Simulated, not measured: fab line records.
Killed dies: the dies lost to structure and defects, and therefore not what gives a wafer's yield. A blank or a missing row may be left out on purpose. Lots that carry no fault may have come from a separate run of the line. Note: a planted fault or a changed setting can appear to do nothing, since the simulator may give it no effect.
Which of the tools did it? -- flow gf180mcu -- 12 lots, 36 wafers sampled, at 6 steps of a route of 602

== WHAT THE GAUGES SHOWED, per wafer ==
GF_VT_IMPLANT_RS_MEAS_46: a four-point-probe measurement.
lot,measured,on,MVSD_RS (ohm/sq)
L982,day 7 20:34,filmMetro-03,455.7 457.8 457.8
L983,day 7 23:09,filmMetro-03,456.9 456.4 456.6
L985,day 8 16:20,filmMetro-03,458.3 457.0 456.2
L986,day 8 20:10,filmMetro-01,455.8 456.8 457.0
L987,day 9 04:01,filmMetro-01,455.3 457.2 457.2
L988,day 9 13:09,filmMetro-01,458.8 457.9 458.2
L989,day 9 15:52,filmMetro-04,443.8 442.4 442.2 443.6 442.5 442.3
L992,day 10 15:25,filmMetro-04,444.3 443.2 443.9 443.8 442.9 443.9
L999,day 12 14:47,filmMetro-03,454.1 453.3 453.7
L101,day 13 04:44,filmMetro-04,458.4 457.2 455.9
L103,day 13 15:48,filmMetro-04,458.3 458.7 458.2
L104,day 14 02:58,filmMetro-03,456.0 457.5 457.3

GF_VT_IMPLANT_RS_MEAS_47: a four-point-probe measurement.
lot,measured,on,NWELL_RS (ohm/sq)
L982,day 7 20:41,filmMetro-03,486.1 487.4 488.1
L983,day 7 23:16,filmMetro-03,487.9 488.7 487.3
L985,day 8 16:28,filmMetro-03,486.9 487.4 487.9
L986,day 8 20:17,filmMetro-01,489.5 488.4 489.2
L987,day 9 04:08,filmMetro-01,486.7 487.3 486.7
L988,day 9 13:16,filmMetro-01,489.8 489.6 490.4
L989,day 9 19:17,filmMetro-04,487.7 487.8 489.3
L992,day 10 17:32,filmMetro-04,488.1 488.1 487.3
L999,day 12 14:55,filmMetro-03,488.1 487.4 490.1
L101,day 13 04:51,filmMetro-04,488.1 487.1 486.4
L103,day 13 15:55,filmMetro-04,486.5 486.6 487.6
L104,day 14 03:05,filmMetro-03,485.6 486.0 485.1

GF_HV_LDD_OVL_MEAS_08.
lot,measured,on,HV_LDD_OVL (nm)
L982,day 10 07:25,overlay-02,0.2 -0.8 0.4
L983,day 10 11:22,overlay-02,1.4 0.3 0.1
L985,day 11 06:23,overlay-02,2.8 0.8 4.6
L986,day 11 11:48,overlay-01,1.1 0.8 -1.0
L987,day 11 17:18,overlay-01,-0.2 -0.5 -1.2
L988,day 12 06:36,overlay-01,1.4 -0.4 0.4
L989,day 12 07:44,overlay-01,-1.4 1.1 -0.8
L992,day 13 10:13,overlay-01,1.5 1.0 0.5
L999,day 15 23:10,overlay-02,1.7 0.7 0.2
L101,day 16 09:20,overlay-02,-0.2 0.0 -1.6
L103,day 16 22:00,overlay-01,-0.4 0.8 0.0
L104,day 17 06:25,overlay-02,-1.2 -1.8 -2.6

GF_V2_BOW_MEAS_05.
lot,measured,on,V2_BOW (um)
L982,day 19 11:22,filmMetro-01,94 95 82
L983,day 19 14:25,filmMetro-03,85 83 100
L985,day 20 14:29,filmMetro-01,93 98 104
L986,day 21 01:37,filmMetro-03,102 87 88
L987,day 21 06:37,filmMetro-03,104 84 89
L988,day 22 00:29,filmMetro-03,97 103 105
L989,day 22 01:23,filmMetro-03,97 94 98
L992,day 23 12:20,filmMetro-03,102 94 100
L999,day 26 04:37,filmMetro-03,98 81 88
L101,day 26 11:47,filmMetro-01,90 95 106
L103,day 26 23:20,filmMetro-01,92 99 106
L104,day 27 08:24,filmMetro-04,98 83 82

== WHICH TOOL RAN EACH LOT (tool, then ch and the chambers of the sampled wafers, then the start) ==
lot,GF_MVSD_IMPLANT_08,GF_V2_CMP_04
L982,"implanter-04 ch 0, day 4 17:47","cmp-02 ch 0,2,3, day 19 11:08"
L983,"implanter-01 ch 0, day 4 19:53","cmp-01 ch 0,1, day 19 14:10"
L985,"implanter-04 ch 0, day 5 10:58","cmp-02 ch 0,1,3, day 20 14:12"
L986,"implanter-02 ch 0, day 5 14:20","cmp-01 ch 0,1, day 21 01:19"
L987,"implanter-02 ch 0, day 5 20:44","cmp-02 ch 0,1,3, day 21 06:22"
L988,"implanter-04 ch 0, day 6 03:08","cmp-02 ch 0,1,3, day 22 00:16"
L989,"implanter-02 ch 0, day 6 05:58","cmp-01 ch 0,3, day 22 01:05"
L992,"implanter-02 ch 0, day 7 01:40","cmp-02 ch 0,2,3, day 23 12:08"
L999,"implanter-04 ch 0, day 8 19:07","cmp-01 ch 0,1,2, day 26 04:20"
L101,"implanter-01 ch 0, day 9 07:47","cmp-01 ch 0,2, day 26 11:28"
L103,"implanter-01 ch 0, day 9 18:23","cmp-01 ch 1,2, day 26 23:01"
L104,"implanter-02 ch 0, day 10 05:22","cmp-02 ch 0,2, day 27 08:06"
- GF_MVSD_IMPLANT_08
- GF_V2_CMP_04: polishes SiO2.

== AS READ BY THE TOOLS THEMSELVES (means over the sampled wafers that have a number; for cases with no such wafer, the mark the record gives instead) ==
GF_MVSD_IMPLANT_08.
lot,tool,beamEnergyKeV
L982,implanter-04,400.05
L983,implanter-01,399.98
L985,implanter-04,400.11
L986,implanter-02,400.10
L987,implanter-02,400.07
L988,implanter-04,400.05
L989,implanter-02,467.34
L992,implanter-02,467.36
L999,implanter-04,400.00
L101,implanter-01,399.90
L103,implanter-01,400.07
L104,implanter-02,399.87

GF_V2_CMP_04.
lot,tool,edgeZonePressureFrac,motorCurrentA (A),platenRpm (rpm),timeToEndpointS (s)
L982,cmp-02,1.001,12.7,60.02,79
L983,cmp-01,0.999,12.1,59.99,80
L985,cmp-02,1.001,11.9,59.98,78
L986,cmp-01,1.002,12.6,60.01,78
L987,cmp-02,1.000,11.9,60.00,73
L988,cmp-02,1.001,12.3,59.99,76
L989,cmp-01,1.002,11.8,59.98,77
L992,cmp-02,0.998,12.7,60.05,74
L999,cmp-01,0.998,12.0,59.97,84
L101,cmp-01,0.996,12.1,59.99,78
L103,cmp-01,0.999,12.1,60.03,79
L104,cmp-02,0.998,12.6,60.01,71

== THE ANSWER, worked out from the rows above alone ==
Rule: usual is defined by the lots themselves. Put in order of their means at a reading, lots are off if they are a third of the lots or fewer, leave a main group of 4 or more, and stand apart from it by a gap of 3 or more times the standard deviation of the main group's means; of several such gaps the widest counts. If all means in a main group match to the digits the tables above print for the reading, that group is not used. A lot without any number at a reading at which 4 lots or more have one is off too. Where the step has rows for the other lots, those lots are counted as sound. Order of review: gauges by route order, followed by the tools' own readings, for which a lot's mean as printed above is used. At the first step where some lot is off, the reading lying furthest off is the one used; lots without a number count as furthest.
Off: L989, L992, at GF_VT_IMPLANT_RS_MEAS_46 (MVSD_RS). Main group: mean 456.9 ohm/sq, sd 1.2.
If a tool, at a process step before that reading, ran all the lots that are off and no sound lot after the first of them, it fits. Not tried: the gauges at GF_VT_IMPLANT_RS_MEAS_46; whatever is off there is also off at GF_MVSD_IMPLANT_08, on other tools, and gauge error can't account for it. Not one of the candidates tried fits.

== WHAT THE SIMULATOR HAD INSERTED ==
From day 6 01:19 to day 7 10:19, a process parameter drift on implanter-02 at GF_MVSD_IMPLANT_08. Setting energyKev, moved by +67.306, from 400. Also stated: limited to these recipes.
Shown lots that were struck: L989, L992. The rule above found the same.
